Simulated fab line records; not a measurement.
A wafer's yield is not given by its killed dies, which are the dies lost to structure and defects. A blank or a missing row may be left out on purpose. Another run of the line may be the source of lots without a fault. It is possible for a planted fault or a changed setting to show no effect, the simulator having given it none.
Which tool is to blame?	flow sky130	24 lots, 72 wafers sampled, at 6 steps of a route of 708

## WHAT THE GAUGES READ, wafer by wafer
SKY_LOCAL_INTERCONNECT_CD_MEAS_11: target cd 170 nm.
lot	measured	on	cd nm (nm)
L074	day 30 10:43	cd sem-01	168.1 168.0 170.6
L075	day 30 20:50	cd sem-02	170.5 170.9 170.7
L076	day 30 22:04	cd sem-02	168.0 168.4 167.7
L077	day 31 06:47	cd sem-01	169.5 168.1 170.4
L078	day 31 18:11	cd sem-02	169.5 168.0 169.9
L079	day 31 22:16	cd sem-01	169.6 169.0 170.1
L080	day 32 07:16	cd sem-02	171.1 169.4 171.0
L081	day 32 19:16	cd sem-01	172.7 173.4 172.7
L082	day 33 02:05	cd sem-02	170.4 168.4 169.4
L083	day 33 12:34	cd sem-01	166.2 168.1 166.9
L084	day 33 17:26	cd sem-01	172.2 170.6 171.4
L085	day 34 04:59	cd sem-01	168.3 168.9 169.5
L086	day 34 08:19	cd sem-01	168.3 169.7 170.1
L087	day 34 16:04	cd sem-01	168.4 168.4 168.7
L088	day 34 22:32	cd sem-02	169.0 170.6 169.4
L089	day 35 08:32	cd sem-02	169.7 170.3 169.3
L090	day 35 20:10	cd sem-02	168.4 167.9 169.7
L091	day 35 22:44	cd sem-02	170.7 169.7 170.7
L092	day 36 05:20	cd sem-02	168.8 170.8 169.5
L093	day 36 16:53	cd sem-02	169.5 170.3 170.0
L094	day 36 22:22	cd sem-02	175.8 173.9 172.4
L095	day 37 10:56	cd sem-01	169.3 170.2 170.8
L096	day 37 15:47	cd sem-01	168.9 171.5 170.3
L097	day 37 20:01	cd sem-01	171.2 170.7 170.0

SKY_CAPM_OVL_MEAS_12.
lot	measured	on	CAPM_OVL (nm)
L074	day 37 12:56	overlay-01	0.2 0.3 0.5
L075	day 37 21:14	overlay-01	0.7 0.8 1.5
L076	day 37 22:00	overlay-01	-1.3 -2.3 0.6
L077	day 38 07:11	overlay-02	1.1 1.0 0.8
L078	day 38 17:41	overlay-02	-1.4 -3.4 -2.3
L079	day 38 21:02	overlay-02	0.5 -0.4 0.2
L080	day 39 06:41	overlay-01	0.5 1.4 1.5
L081	day 39 17:59	overlay-02	-0.7 -1.0 -0.9
L082	day 39 23:23	overlay-02	-0.4 -1.4 -1.6
L083	day 40 06:57	overlay-02	-0.4 -1.6 -0.6
L084	day 40 12:30	overlay-01	1.9 1.0 1.7
L085	day 40 23:39	overlay-02	-3.3 -1.1 -1.4
L086	day 41 02:59	overlay-01	1.3 2.4 2.0
L087	day 41 08:47	overlay-02	-2.8 -0.6 -1.6
L088	day 41 16:13	overlay-02	0.5 0.5 -0.3
L089	day 42 00:38	overlay-01	-0.3 0.6 -0.1
L090	day 42 10:44	overlay-01	1.4 1.0 0.7
L091	day 42 12:11	overlay-02	0.0 -1.1 0.7
L092	day 42 19:11	overlay-01	-2.8 -3.8 -1.3
L093	day 43 07:38	overlay-02	-3.9 -1.8 -3.0
L094	day 43 09:23	overlay-02	-0.3 -1.1 -1.6
L095	day 43 21:23	overlay-01	1.2 2.4 2.1
L096	day 44 00:33	overlay-02	-0.4 0.1 0.5
L097	day 44 07:18	overlay-01	1.6 0.7 3.1

SKY_CAP2M_OVL_MEAS_12.
lot	measured	on	CAP2M_OVL (nm)
L074	day 40 20:26	overlay-02	-3.9 -4.1 -3.1
L075	day 41 03:47	overlay-01	-0.1 -1.2 -0.7
L076	day 41 05:29	overlay-01	1.8 1.6 -0.5
L077	day 41 12:02	overlay-02	-0.8 -0.1 -1.2
L078	day 41 23:05	overlay-02	1.2 0.5 -1.2
L079	day 42 01:53	overlay-02	-1.8 -0.1 0.1
L080	day 42 10:32	overlay-02	1.5 0.8 1.8
L081	day 42 21:29	overlay-02	-1.0 -0.3 0.2
L082	day 43 03:02	overlay-02	-2.8 -2.1 0.3
L083	day 43 10:14	overlay-01	-1.6 -0.9 0.7
L084	day 43 16:02	overlay-02	0.5 1.3 -1.4
L085	day 44 02:11	overlay-02	-1.9 -3.6 -3.2
L086	day 44 05:14	overlay-02	-1.4 -0.9 1.4
L087	day 44 10:41	overlay-01	2.7 -0.5 3.2
L088	day 44 17:56	overlay-02	-2.0 -0.4 -1.1
L089	day 45 00:53	overlay-02	-2.7 -1.6 -1.0
L090	day 45 10:53	overlay-01	2.6 1.2 0.4
L091	day 45 11:59	overlay-02	1.0 -0.2 1.0
L092	day 45 18:02	overlay-01	0.9 -1.0 0.1
L093	day 46 06:17	overlay-02	-1.9 -0.8 -2.1
L094	day 46 06:56	overlay-02	1.2 0.4 -1.4
L095	day 46 17:38	overlay-02	-0.8 -1.0 -2.9
L096	day 46 19:29	overlay-02	0.3 -0.3 -0.1
L097	day 47 02:20	overlay-01	-0.7 0.9 -0.5

## WHICH TOOL RAN EACH LOT (tool, then ch and the chambers of the sampled wafers, then the start)
lot	SKY_SD_N_RTA_14	SKY_CONTACT_CVD_24	SKY_CAPM_STRIP_14
L074	rtp anneal-02 ch 0, day 27 23:31	cvd w-02 ch 0, day 31 16:28	plasma asher-02 ch 0,1, day 37 13:03
L075	rtp anneal-01 ch 0, day 28 08:52	cvd w-01 ch 0,1, day 32 03:13	plasma asher-03 ch 0,1, day 37 21:21
L076	rtp anneal-02 ch 0, day 28 11:25	cvd w-02 ch 1, day 32 03:46	plasma asher-02 ch 0,1, day 37 22:07
L077	rtp anneal-01 ch 0, day 28 20:50	cvd w-02 ch 0, day 32 12:24	plasma asher-02 ch 0,1, day 38 07:18
L078	rtp anneal-02 ch 0, day 29 07:35	cvd w-02 ch 0, day 33 00:07	plasma asher-02 ch 0, day 38 17:48
L079	rtp anneal-01 ch 0, day 29 12:07	cvd w-01 ch 1, day 33 04:07	plasma asher-04 ch 0,1, day 38 21:09
L080	rtp anneal-02 ch 0, day 29 21:58	cvd w-01 ch 0,1, day 33 13:12	plasma asher-02 ch 0,1, day 39 06:48
L081	rtp anneal-01 ch 0, day 30 10:07	cvd w-01 ch 0,1, day 34 00:07	plasma asher-04 ch 0,1, day 39 18:08
L082	rtp anneal-02 ch 0, day 30 17:10	cvd w-02 ch 0,1, day 34 06:52	plasma asher-03 ch 0,1, day 39 23:30
L083	rtp anneal-02 ch 0, day 31 02:58	cvd w-02 ch 0,1, day 34 17:13	plasma asher-02 ch 0,1, day 40 07:04
L084	rtp anneal-01 ch 0, day 31 10:37	cvd w-02 ch 0,1, day 34 22:16	plasma asher-04 ch 0,1, day 40 12:38
L085	rtp anneal-02 ch 0, day 31 19:30	cvd w-02 ch 0,1, day 35 10:16	plasma asher-04 ch 0,1, day 40 23:46
L086	rtp anneal-01 ch 0, day 31 23:49	cvd w-02 ch 0,1, day 35 13:12	plasma asher-04 ch 0,1, day 41 03:07
L087	rtp anneal-02 ch 0, day 32 08:16	cvd w-02 ch 0,1, day 35 20:31	plasma asher-03 ch 0, day 41 08:53
L088	rtp anneal-01 ch 0, day 32 15:49	cvd w-02 ch 1, day 36 03:04	plasma asher-03 ch 0,1, day 41 16:20
L089	rtp anneal-02 ch 0, day 33 00:25	cvd w-01 ch 0,1, day 36 13:23	plasma asher-03 ch 0,1, day 42 00:46
L090	rtp anneal-01 ch 0, day 33 12:46	cvd w-01 ch 0,1, day 37 00:02	plasma asher-03 ch 0,1, day 42 10:50
L091	rtp anneal-02 ch 0, day 33 16:16	cvd w-02 ch 0,1, day 37 03:31	plasma asher-03 ch 0,1, day 42 12:17
L092	rtp anneal-01 ch 0, day 33 21:54	cvd w-02 ch 1, day 37 10:23	plasma asher-03 ch 0,1, day 42 19:23
L093	rtp anneal-02 ch 0, day 34 09:28	cvd w-02 ch 0,1, day 37 21:19	plasma asher-02 ch 0,1, day 43 07:46
L094	rtp anneal-01 ch 0, day 34 15:54	cvd w-02 ch 0,1, day 38 02:10	plasma asher-03 ch 0,1, day 43 09:29
L095	rtp anneal-02 ch 0, day 35 04:13	cvd w-01 ch 0,1, day 38 15:40	plasma asher-03 ch 0,1, day 43 21:32
L096	rtp anneal-01 ch 0, day 35 08:49	cvd w-01 ch 0,1, day 38 19:28	plasma asher-03 ch 0,1, day 44 00:40
L097	rtp anneal-02 ch 0, day 35 13:25	cvd w-01 ch 0,1, day 39 00:05	plasma asher-04 ch 0,1, day 44 07:25
- SKY_SD_N_RTA_14: time 2 s.
- SKY_CONTACT_CVD_24: deposits W, target thk 340 nm, time 102.12 s.
- SKY_CAPM_STRIP_14: strips in O2/N2.

## AS READ BY THE TOOLS THEMSELVES (means over the sampled wafers that have a number; for cases with no such wafer, the mark the record gives instead)
SKY_SD_N_RTA_14.
lot	tool	anneal temp c max	lamp power pct (%)	ramp down c per s	wafer_temp_C_max
L074	rtp anneal-02	1080.8	15.77	89.984	1078.6
L075	rtp anneal-01	1080.2	15.78	89.990	1078.6
L076	rtp anneal-02	1080.8	15.72	90.005	1078.3
L077	rtp anneal-01	1080.0	15.81	89.989	1077.9
L078	rtp anneal-02	1080.7	15.79	89.979	1079.0
L079	rtp anneal-01	1078.8	15.69	89.986	1078.5
L080	rtp anneal-02	1081.6	15.76	89.999	1080.3
L081	rtp anneal-01	1080.0	15.76	90.011	1078.5
L082	rtp anneal-02	1081.4	15.70	90.007	1077.5
L083	rtp anneal-02	1081.5	15.73	89.984	1077.8
L084	rtp anneal-01	1078.9	15.73	90.010	1078.1
L085	rtp anneal-02	1082.4	15.77	90.002	1078.0
L086	rtp anneal-01	1078.4	15.73	89.992	1078.0
L087	rtp anneal-02	1081.4	15.76	89.985	1077.5
L088	rtp anneal-01	1079.2	15.76	90.015	1076.8
L089	rtp anneal-02	1081.2	15.74	89.992	1077.5
L090	rtp anneal-01	1079.1	15.73	89.991	1080.5
L091	rtp anneal-02	1080.2	15.78	89.982	1076.3
L092	rtp anneal-01	1079.4	15.78	89.996	1079.2
L093	rtp anneal-02	1081.6	15.68	90.004	1079.1
L094	rtp anneal-01	1079.3	15.77	90.000	1076.7
L095	rtp anneal-02	1080.9	15.77	90.005	1077.7
L096	rtp anneal-01	1078.7	15.71	90.002	1077.9
L097	rtp anneal-02	1081.9	15.72	90.020	1078.5

SKY_CONTACT_CVD_24.
lot	tool	heater power w (W)
L074	cvd w-02	1071
L075	cvd w-01	847
L076	cvd w-02	984
L077	cvd w-02	1080
L078	cvd w-02	1065
L079	cvd w-01	785
L080	cvd w-01	881
L081	cvd w-01	839
L082	cvd w-02	1041
L083	cvd w-02	1052
L084	cvd w-02	1000
L085	cvd w-02	1018
L086	cvd w-02	1009
L087	cvd w-02	1034
L088	cvd w-02	992
L089	cvd w-01	882
L090	cvd w-01	841
L091	cvd w-02	1016
L092	cvd w-02	988
L093	cvd w-02	1020
L094	cvd w-02	1015
L095	cvd w-01	878
L096	cvd w-01	890
L097	cvd w-01	842

SKY_CAPM_STRIP_14.
lot	tool	drypump motor current A (A)	oes product au (a.u.)	strip time to endpoint s (s)
L074	plasma asher-02	5.94	0.707	12.67
L075	plasma asher-03	5.58	0.708	12.67
L076	plasma asher-02	5.80	0.710	12.65
L077	plasma asher-02	5.94	0.712	12.61
L078	plasma asher-02	6.07	0.710	12.65
L079	plasma asher-04	6.12	0.708	12.66
L080	plasma asher-02	5.82	0.708	12.62
L081	plasma asher-04	6.10	0.713	12.60
L082	plasma asher-03	5.58	0.705	12.66
L083	plasma asher-02	5.84	0.713	12.60
L084	plasma asher-04	6.11	0.709	12.59
L085	plasma asher-04	6.13	0.709	12.66
L086	plasma asher-04	6.12	0.709	12.63
L087	plasma asher-03	5.54	0.708	12.68
L088	plasma asher-03	5.57	0.708	12.60
L089	plasma asher-03	5.58	0.713	12.63
L090	plasma asher-03	5.58	0.711	12.59
L091	plasma asher-03	5.58	0.708	12.70
L092	plasma asher-03	5.56	0.714	12.71
L093	plasma asher-02	5.96	0.706	12.68
L094	plasma asher-03	5.57	0.710	12.65
L095	plasma asher-03	5.54	0.709	12.64
L096	plasma asher-03	5.57	0.712	12.64
L097	plasma asher-04	6.14	0.712	12.63

## THE ANSWER, worked out from the rows above alone
Rule: the lots themselves supply what counts as usual. Put in order of their means at a reading, lots are off if they are a third of the lots or fewer, leave a main group of 4 or more, and stand apart from it by a gap of 3 or more times the standard deviation of the main group's means; of several such gaps the widest counts. If all means in a main group match to the digits the tables above print for the reading, that group is not used. Also off: a lot with no number at a reading for which 4 or more lots have one. All remaining lots with rows at the step are treated as sound. First the gauges in route order, then the tools' own readings, where a lot's mean is used as printed above. The first step at which some lot is off is used, and at that step the reading that is off furthest; a lot without a number counts as furthest.
No lot is off on any of the readings shown, so nothing can be concluded from this.

## WHAT THE SIMULATOR PUT IN
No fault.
